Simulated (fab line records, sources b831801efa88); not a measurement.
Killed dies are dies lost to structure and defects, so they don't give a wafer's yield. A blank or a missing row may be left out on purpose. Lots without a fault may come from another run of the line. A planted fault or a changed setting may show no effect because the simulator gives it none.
Chamber matching | flow gf180mcu | GF_V5_ETCH_16 on rie_diel-04: 4 sister chambers
The step etches BARC in N2/H2. 4 wafers are shown with their chamber, then 7 later ones without.

WAFERS WITH THEIR CHAMBER
wafer  | chamber | oes_product_au (a.u.)
L638.4 | 0       | 0.857
L641.5 | 2       | 0.858
L642.3 | 3       | 0.848
L642.4 | 1       | 0.845

WAFERS WITHOUT THEIR CHAMBER
wafer  | oes_product_au (a.u.)
L642.6 | 0.855
L643.3 | 0.850
L643.5 | 0.851
L643.6 | 0.857
L647.1 | 0.845
L647.4 | 0.854
L647.5 | 0.854

WHICH CHAMBER EACH WENT THROUGH
wafer  | from the rows above               | in truth
L642.6 | can't be placed: 0 or 2           | 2
L643.3 | can't be placed: 3 or 1           | 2
L643.5 | can't be placed: 3 or 0 or 1 or 2 | 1
L643.6 | can't be placed: 0 or 2           | 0
L647.1 | can't be placed: 1 or 3           | 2
L647.4 | can't be placed: 0 or 2 or 3      | 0
L647.5 | can't be placed: 0 or 2 or 3      | 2
Placed correctly: 0 of 7. Can't be placed from these rows: 7 (the true chamber is among the candidates in 5). Placed wrongly: 0.
How it was worked out, from the rows above alone: a wafer's distance from a chamber is the root of the sum, over the readings, of the square of ((its reading less the chamber's mean) divided by the reading's scatter). The wafer belongs to the nearest chamber; if the next one is less than 2 further off, it can't be placed. A chamber's mean is the mean of its shown wafers. The scatter: with one shown wafer a chamber, the root of the mean of the squares of how far each hidden wafer lies from its nearest shown one.
